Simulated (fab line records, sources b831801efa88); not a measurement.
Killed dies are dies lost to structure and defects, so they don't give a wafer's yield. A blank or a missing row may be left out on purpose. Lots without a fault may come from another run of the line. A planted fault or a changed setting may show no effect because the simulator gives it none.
fab line records | flow sky130
record lots=7 wafers=21 last_day=49
route steps=708 shown VT_ADJUST_PCH@153 SONOS_TUNNEL@154 PAD_OPEN@708
lots that met no fault: from a run of the same line without faults
start_h: hours from the record's first day to the start of the lot's first wafer shown | wait_h: hours since the lot's step before | " the same as in the row above | L1.1+2: a row that stands for several wafers | - no value, or no start given | * or withheld: withheld | < > ~ a bound
route shown NAME@n: a module of which the file shows steps, and the number in the route of the first | usual: mean/standard deviation of fault-free wafers | same: alike in all rows | chamber/n: place in a boat | sites: the reading at each site | _std_site: their standard deviation | _edge_site: outer sites' mean less inner sites' | radius_mm: how far each site lies from the wafer's centre | mask NAME#n: copy n | behind: the tool/chamber that last shaped the wafer | hold: why the lot was held/for how many hours/how that ended | device: the transistor (n, p or np) that didn't switch | end of line: the same wafers' tests at the end of the route | a step without rows: its recipe alone | killed: dies lost to structure and defects at the first sort, not the wafer's yield | map: a wafer's dies, x killed, . not, _ none there
set.NAME: the setting as run; set.NAME@STEP: as run at that earlier step | model.NAME: the simulator's own value behind a step, which no gauge read
lots at some steps of the route; a table a step, a row a wafer
services: from which hour (start_h, from the record's first day; less than 0 if before it) a tool's chamber was out of use, for how many hours, and why
## steps
# step SKY_VT_ADJUST_PCH_TW_MEAS_10
# usual VT_ADJUST_PCH_TW=143.1/2
# columns lot.wafer tool chamber start_h wait_h VT_ADJUST_PCH_TW
L636.2 film_metro-01 - 230.59 0.1 140.3
L636.5 " - " " 140.0
L636.6 " - " " 139.9
L641.3 film_metro-03 - 268.85 0.1 145.4
L641.4 " - " " 145.0
L641.6 " - " " 144.5
L642.1 film_metro-03 - 273.23 0.1 144.3
L642.3 " - " " 145.2
L642.6 " - " " 144.9
L643.1 film_metro-01 - 279.93 0.1 140.3
L643.3 " - " " 140.2
L643.5 " - " " 140.4
L649.1 film_metro-04 - 329.78 0.1 146.0
L649.5 " - " " 145.9
L649.6 " - " " 145.2
L652.2 film_metro-04 - 352.59 0.1 144.1
L652.4 " - " " 144.1
L652.5 " - " " 145.1
L654.3 film_metro-03 - 373.65 0.1 144.7
L654.4 " - " " 144.2
L654.6 " - " " 144.0
# step SKY_SONOS_TUNNEL_DEHYDRATE_00
# recipe temp_c=200 time_s=60
# step SKY_SONOS_TUNNEL_HMDS_01
# recipe prime_time_s=60 prime_temp_c=120
# step SKY_SONOS_TUNNEL_COAT_02
# recipe resist=NOVOLAK spin_rpm=3000 resist_thk_nm=1140
# step SKY_SONOS_TUNNEL_SOFTBAKE_03
# recipe temp_c=90 time_s=60 resist=NOVOLAK
# step SKY_SONOS_TUNNEL_EXPOSE_04
# recipe mask_id=TUNM na=0.6 source_shape=conventional sigma_outer=0.6 polarization=unpolarized target_cd_nm=410 dose_mj=136
# step SKY_SONOS_TUNNEL_PEB_05
# recipe temp_c=withheld time_s=* resist=NOVOLAK
# step SKY_SONOS_TUNNEL_DEVELOP_06
# recipe resist=NOVOLAK developer=TMAH develop_time_s=60 dev_temp_c=23
# step SKY_SONOS_TUNNEL_CD_MEAS_07
# recipe target_cd_nm=410
# usual cd_nm=409.8/2.2
# columns lot.wafer tool chamber start_h wait_h cd_nm
L636.2 cd_sem-02 - 254.01 0.1 404.7
L636.5 " - " " 408.3
L636.6 " - " " 408.5
L641.3 cd_sem-02 - 292.81 0.1 414.9
L641.4 " - " " 412.2
L641.6 " - " " 415.1
L642.1 cd_sem-02 - 297.32 0.1 411.0
L642.3 " - " " 410.5
L642.6 " - " " 412.3
L643.1 cd_sem-02 - 304.99 0.1 411.0
L643.3 " - " " 411.9
L643.5 " - " " 412.2
L649.1 cd_sem-02 - 355.34 0.1 406.2
L649.5 " - " " 409.5
L649.6 " - " " 406.5
L652.2 cd_sem-01 - 380.62 0.1 410.7
L652.4 " - " " 407.7
L652.5 " - " " 410.6
L654.3 cd_sem-02 - 402.39 0.1 405.3
L654.4 " - " " 407.1
L654.6 " - " " 406.6
# step SKY_SONOS_TUNNEL_OVL_MEAS_08
# usual SONOS_TUNNEL_OVL=-0.1/1.7
# columns lot.wafer tool chamber start_h wait_h SONOS_TUNNEL_OVL[nm]
L636.2 overlay-02 - 254.12 0.1 -1.9
L636.5 " - " " -1.2
L636.6 " - " " -2.0
L641.3 overlay-02 - 292.90 0.1 -0.2
L641.4 " - " " 1.5
L641.6 " - " " -0.6
L642.1 overlay-01 - 297.44 0.1 2.3
L642.3 " - " " -0.1
L642.6 " - " " -0.2
L643.1 overlay-02 - 305.11 0.1 -2.8
L643.3 " - " " -3.1
L643.5 " - " " -2.9
L649.1 overlay-02 - 355.46 0.1 -1.3
L649.5 " - " " -0.6
L649.6 " - " " 2.5
L652.2 overlay-02 - 380.72 0.1 -0.7
L652.4 " - " " -1.2
L652.5 " - " " -1.6
L654.3 overlay-01 - 402.48 0.1 0.8
L654.4 " - " " -0.2
L654.6 " - " " 0.1
# step SKY_SONOS_TUNNEL_IMPLANT_09
# recipe species=B energy_kev=20 dose_cm2=1e+12 tilt_deg=withheld
# step SKY_SONOS_TUNNEL_WET_ETCH_10
# recipe chemistry=dHF target_depth_nm=14 target=SiO2 dilution=100:1 temp_c=25 time_s=280
# step SKY_SONOS_TUNNEL_STRIP_11
# recipe chemistry=SPM time_s=600 temp_c=130
# usual bath_guard_temp_C=130.2/0.41 bath_heat_duty_pct=14.8/1.9
# columns lot.wafer tool chamber start_h wait_h bath_guard_temp_C bath_heat_duty_pct model.NOVOLAK_of_SONOS_TUNNEL_COAT_02.thk_nm
L636.2 wet_bench-03 2 254.38 0.0 130.6 15.6 0
L636.5 " 2 " " 130.3 15.7 0
L636.6 " 2 " " 130.9 16.6 0
L641.3 wet_bench-03 0 293.17 0.0 - - 1136
L641.4 " 0 " " - - 1140
L641.6 " 0 " " - - 1137
L642.1 wet_bench-01 2 297.71 0.0 - - 1135
L642.3 " 2 " " - - 1139
L642.6 " 2 " " - - 1142
L643.1 wet_bench-02 1 305.38 0.0 - - 1135
L643.3 " 1 " " - - 1133
L643.5 " 1 " " - - 1133
L649.1 wet_bench-02 2 355.82 0.0 130.0 15.6 0
L649.5 " 2 " " 130.0 14.2 0
L649.6 " 2 " " 130.0 14.1 0
L652.2 wet_bench-03 3 381.00 0.0 130.9 15.3 0
L652.4 " 3 " " 130.3 15.3 0
L652.5 " 3 " " 130.6 15.5 0
L654.3 wet_bench-03 0 402.75 0.0 129.6 17.0 0
L654.4 " 0 " " 130.1 16.7 0
L654.6 " 0 " " 130.2 18.1 0
# step SKY_SONOS_TUNNEL_TW_MEAS_12
# usual SONOS_TUNNEL_TW=196.7/2.4
# columns lot.wafer tool chamber start_h wait_h SONOS_TUNNEL_TW
L636.2 film_metro-01 - 254.57 0.0 194.9
L636.5 " - " " 195.5
L636.6 " - " " 194.3
L641.3 film_metro-01 - 293.38 0.0 192.8
L641.4 " - " " 194.0
L641.6 " - " " 193.7
L642.1 film_metro-02 - 297.88 0.0 198.2
L642.3 " - " " 198.3
L642.6 " - " " 197.8
L643.1 film_metro-02 - 305.56 0.0 198.3
L643.3 " - " " 198.5
L643.5 " - " " 198.8
L649.1 film_metro-01 - 355.99 0.0 194.2
L649.5 " - " " 195.2
L649.6 " - " " 195.4
L652.2 film_metro-02 - 381.18 0.0 198.2
L652.4 " - " " 198.7
L652.5 " - " " 197.3
L654.3 film_metro-04 - 402.94 0.0 200.5
L654.4 " - " " 197.6
L654.6 " - " " 199.3
# step SKY_PAD_OPEN_PROBE_99
# usual killed_at_M0_to_M3=44/7.2 killed_at_M4_up=3.4/2.1 killed_at_contacts=24/5.5 killed_at_front_end=15/4.6 killed_at_other=0.4/0.64 killed_dies=86/9.1 killed_on_rim=17/3.8 killed_open=47/7.5 killed_short=39/5.8
# same gross_dies=492 killed_at_back_side=0
# columns lot.wafer tool chamber start_h wait_h killed_at_M0_to_M3 killed_at_M4_up killed_at_contacts killed_at_front_end killed_at_other killed_dies killed_on_rim killed_open killed_short
L641.3 prober-01 - 1114.82 0.2 30 4 26 431 1 492 96 46 33
L641.4 prober-01 - 1114.87 0.2 47 6 18 421 0 492 96 46 43
L641.6 prober-01 - 1114.97 0.2 56 1 11 424 0 492 96 48 32
L642.1 prober-02 - 1116.82 0.1 34 2 21 435 0 492 96 32 36
L642.3 prober-02 - 1116.92 0.2 37 0 25 430 0 492 96 46 30
L642.6 prober-02 - 1117.07 0.2 38 5 24 425 0 492 96 41 39
L643.1 prober-01 - 1122.13 0.1 35 5 23 428 1 492 96 42 34
L643.3 prober-01 - 1122.23 0.2 36 3 28 425 0 492 96 45 36
L643.5 prober-01 - 1122.33 0.2 45 2 23 422 0 492 96 49 39
L649.1 prober-02 - 1157.11 0.1 33 6 28 19 0 86 14 49 37
L649.5 prober-02 - 1157.31 0.2 40 3 15 12 0 70 14 43 27
L649.6 prober-02 - 1157.36 0.2 38 5 20 11 0 74 19 42 32
L652.2 prober-02 - 1169.90 0.1 36 2 28 22 1 89 20 44 43
L652.4 prober-02 - 1170.00 0.2 50 3 19 9 0 81 17 45 36
L652.5 prober-02 - 1170.05 0.2 51 3 26 11 1 92 22 52 39
L654.3 prober-02 - 1181.26 0.2 46 2 26 23 0 97 16 58 38
L654.4 prober-02 - 1181.31 0.2 46 2 29 12 0 89 22 48 41
L654.6 prober-02 - 1181.41 0.2 34 2 34 22 1 93 18 41 50
# killed by level:class
L641.3 SONOS_ONO:area_oxidation=413 CONTACT:geometric_particle:open=12 VIA2:geometric_particle:open=8 LOCAL_INTERCONNECT:geometric_particle:short=6 FIELD_ISO:geometric_particle:open=5 POLY_GATE:geometric_particle:open=5 VIA1:geometric_particle:open=5 LI_CONTACT:geometric_particle:open=4
L641.4 SONOS_ONO:area_oxidation=403 VIA1:geometric_particle:open=13 VIA2:geometric_particle:open=8 CONTACT:geometric_particle:open=7 METAL2:geometric_particle:short=7 CONTACT:geometric_particle:short=6 FIELD_ISO:geometric_particle:short=5 METAL1:geometric_particle:short=5
L641.6 SONOS_ONO:area_oxidation=412 VIA1:geometric_particle:open=11 VIA2:geometric_particle:open=10 VIA3:geometric_particle:open=8 VIA2:geometric_particle:short=7 METAL1:geometric_particle:short=7 VIA1:geometric_particle:short=5 FIELD_ISO:geometric_particle:open=4
L642.1 SONOS_ONO:area_oxidation=424 VIA1:geometric_particle:open=7 METAL2:geometric_particle:short=7 METAL1:geometric_particle:short=6 POLY_GATE:geometric_particle:open=5 LI_CONTACT:geometric_particle:open=5 CONTACT:geometric_particle:short=5 CONTACT:geometric_particle:open=4
L642.3 SONOS_ONO:area_oxidation=416 VIA1:geometric_particle:open=11 CONTACT:geometric_particle:open=10 LI_CONTACT:geometric_particle:open=6 METAL2:geometric_particle:short=6 METAL3:geometric_particle:short=5 VIA3:geometric_particle:open=5 FIELD_ISO:geometric_particle:open=4
L642.6 SONOS_ONO:area_oxidation=412 CONTACT:geometric_particle:open=14 METAL2:geometric_particle:short=8 VIA1:geometric_particle:open=7 VIA2:geometric_particle:open=5 CONTACT:geometric_particle:short=5 POLY_GATE:geometric_particle:short=4 METAL1:geometric_particle:short=4
L643.1 SONOS_ONO:area_oxidation=415 VIA1:geometric_particle:open=9 LI_CONTACT:geometric_particle:open=7 METAL2:geometric_particle:short=7 VIA3:geometric_particle:open=7 CONTACT:geometric_particle:open=6 FIELD_ISO:geometric_particle:open=5 POLY_GATE:geometric_particle:short=4
L643.3 SONOS_ONO:area_oxidation=410 CONTACT:geometric_particle:open=11 CONTACT:geometric_particle:short=9 VIA1:geometric_particle:open=9 FIELD_ISO:geometric_particle:open=7 VIA2:geometric_particle:open=5 LI_CONTACT:geometric_particle:open=5 FIELD_ISO:geometric_particle:short=4
L643.5 SONOS_ONO:area_oxidation=404 CONTACT:geometric_particle:open=9 METAL1:geometric_particle:short=9 VIA1:geometric_particle:open=8 VIA3:geometric_particle:open=7 CONTACT:geometric_particle:short=5 LI_CONTACT:geometric_particle:open=5 VIA1:geometric_particle:short=5
L649.1 VIA1:geometric_particle:open=14 CONTACT:geometric_particle:open=8 CONTACT:geometric_particle:short=6 VIA2:geometric_particle:open=6 FIELD_ISO:geometric_particle:open=5 LI_CONTACT:geometric_particle:short=5 LI_CONTACT:geometric_particle:open=5 METAL2:geometric_particle:short=5
L649.5 CONTACT:geometric_particle:open=10 VIA1:geometric_particle:open=9 VIA2:geometric_particle:open=9 VIA3:geometric_particle:open=5 VIA1:geometric_particle:short=4 FIELD_ISO:geometric_particle:open=3 FIELD_ISO:geometric_particle:short=3 METAL1:geometric_particle:short=3
L649.6 VIA1:geometric_particle:open=12 FIELD_ISO:geometric_particle:short=7 LI_CONTACT:geometric_particle:open=7 CONTACT:geometric_particle:open=6 LI_CONTACT:geometric_particle:short=4 VIA2:geometric_particle:open=4 METAL1:geometric_particle:short=3 METAL2:geometric_particle:short=3
L652.2 LI_CONTACT:geometric_particle:open=10 CONTACT:geometric_particle:open=8 FIELD_ISO:geometric_particle:short=7 METAL2:geometric_particle:short=7 CONTACT:geometric_particle:short=6 VIA1:geometric_particle:open=6 VIA3:geometric_particle:open=5 FIELD_ISO:geometric_particle:open=4
L652.4 VIA1:geometric_particle:open=10 METAL1:geometric_particle:short=9 VIA3:geometric_particle:open=9 VIA2:geometric_particle:open=8 LI_CONTACT:geometric_particle:open=7 CONTACT:geometric_particle:open=5 POLY_GATE:geometric_particle:short=4 VIA1:geometric_particle:short=4
L652.5 VIA1:geometric_particle:short=10 LI_CONTACT:geometric_particle:open=9 VIA1:geometric_particle:open=9 VIA2:geometric_particle:open=8 CONTACT:geometric_particle:open=8 VIA3:geometric_particle:open=8 POLY_GATE:geometric_particle:open=4 CONTACT:geometric_particle:short=4
L654.3 VIA1:geometric_particle:open=16 CONTACT:geometric_particle:open=10 FIELD_ISO:geometric_particle:open=8 LI_CONTACT:geometric_particle:open=6 LOCAL_INTERCONNECT:geometric_particle:short=6 METAL2:geometric_particle:short=6 VIA3:geometric_particle:open=5 VIA3:geometric_particle:short=5
L654.4 CONTACT:geometric_particle:open=13 METAL1:geometric_particle:short=9 VIA2:geometric_particle:open=8 METAL2:geometric_particle:short=6 LI_CONTACT:geometric_particle:open=5 LOCAL_INTERCONNECT:geometric_particle:short=5 FIELD_ISO:geometric_particle:open=4 METAL3:geometric_particle:short=4
L654.6 CONTACT:geometric_particle:open=10 LI_CONTACT:geometric_particle:open=8 LOCAL_INTERCONNECT:geometric_particle:short=8 METAL1:geometric_particle:short=8 FIELD_ISO:geometric_particle:open=6 VIA1:geometric_particle:short=6 CONTACT:geometric_particle:short=6 FIELD_ISO:geometric_particle:short=5
# map L641.3 (x killed, . not)
__________xxxxxxxxxx_________
________xxxxxxxxxxxxxx_______
______xxxxxxxxxxxxxxxxxx_____
_____xxxxxxxxxxxxxxxxxxxx____
____xxxxxxxxxxxxxxxxxxxxxx___
___xxxxxxxxxxxxxxxxxxxxxxxx__
__xxxxxxxxxxxxxxxxxxxxxxxxxx_
_xxxxxxxxxxxxxxxxxxxxxxxxxxxx
_xxxxxxxxxxxxxxxxxxxxxxxxxxxx
_xxxxxxxxxxxxxxxxxxxxxxxxxxxx
_xxxxxxxxxxxxxxxxxxxxxxxxxxxx
_xxxxxxxxxxxxxxxxxxxxxxxxxxxx
_xxxxxxxxxxxxxxxxxxxxxxxxxxxx
_xxxxxxxxxxxxxxxxxxxxxxxxxxxx
_xxxxxxxxxxxxxxxxxxxxxxxxxxxx
__xxxxxxxxxxxxxxxxxxxxxxxxxx_
___xxxxxxxxxxxxxxxxxxxxxxxx__
____xxxxxxxxxxxxxxxxxxxxxx___
_____xxxxxxxxxxxxxxxxxxxx____
______xxxxxxxxxxxxxxxxxx_____
________xxxxxxxxxxxxxx_______
__________xxxxxxxxxx_________
# map L642.1 (x killed, . not)
__________xxxxxxxxxx_________
________xxxxxxxxxxxxxx_______
______xxxxxxxxxxxxxxxxxx_____
_____xxxxxxxxxxxxxxxxxxxx____
____xxxxxxxxxxxxxxxxxxxxxx___
___xxxxxxxxxxxxxxxxxxxxxxxx__
__xxxxxxxxxxxxxxxxxxxxxxxxxx_
_xxxxxxxxxxxxxxxxxxxxxxxxxxxx
_xxxxxxxxxxxxxxxxxxxxxxxxxxxx
_xxxxxxxxxxxxxxxxxxxxxxxxxxxx
_xxxxxxxxxxxxxxxxxxxxxxxxxxxx
_xxxxxxxxxxxxxxxxxxxxxxxxxxxx
_xxxxxxxxxxxxxxxxxxxxxxxxxxxx
_xxxxxxxxxxxxxxxxxxxxxxxxxxxx
_xxxxxxxxxxxxxxxxxxxxxxxxxxxx
__xxxxxxxxxxxxxxxxxxxxxxxxxx_
___xxxxxxxxxxxxxxxxxxxxxxxx__
____xxxxxxxxxxxxxxxxxxxxxx___
_____xxxxxxxxxxxxxxxxxxxx____
______xxxxxxxxxxxxxxxxxx_____
________xxxxxxxxxxxxxx_______
__________xxxxxxxxxx_________
## services
# columns tool chamber start_h hours kind
wet_bench-02 - 258.95 27.0 pm
## key
first_sign step=SKY_SONOS_TUNNEL_STRIP_11 reading=tool_record direction=missing
effect step=SKY_PAD_OPEN_PROBE_99 reading=killed_at_front_end direction=up sigmas=89 usual=15 struck=427
model_effect step=SKY_SONOS_TUNNEL_STRIP_11 value=NOVOLAK_of_SONOS_TUNNEL_COAT_02.thk_nm without=0 struck=1137
more_kills_born_at SKY_SONOS_ONO_OXIDATION_00@furnace-01=3709
met_at SKY_SONOS_TUNNEL_STRIP_11
struck_wafers L641.3,L641.4,L641.6,L642.1,L642.3,L642.6,L643.1,L643.3,L643.5
later_rows_left_out L641.3,L641.4,L641.6,L642.1,L642.3,L642.6,L643.1,L643.3,L643.5
tester_left_out L641,L642,L643
onset_between 254.38 293.17
fault kind=skipped_step_whole tool=wet_bench-01,wet_bench-02,wet_bench-03 chamber=- onset_h=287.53 steps=SKY_SONOS_TUNNEL_STRIP_11 scope=struck_lots_only
# tester_left_out: of these lots the tester's yield and bins aren't shown, on N5 and GAA mostly nor the transistor test; their killed dies are dies lost to structure and defects alone, not to doping, threshold or leakage, so they don't give the yield
# later_rows_left_out: the simulator's readings of these wafers behind a module that went badly wrong aren't trusted and aren't shown, but for the sort
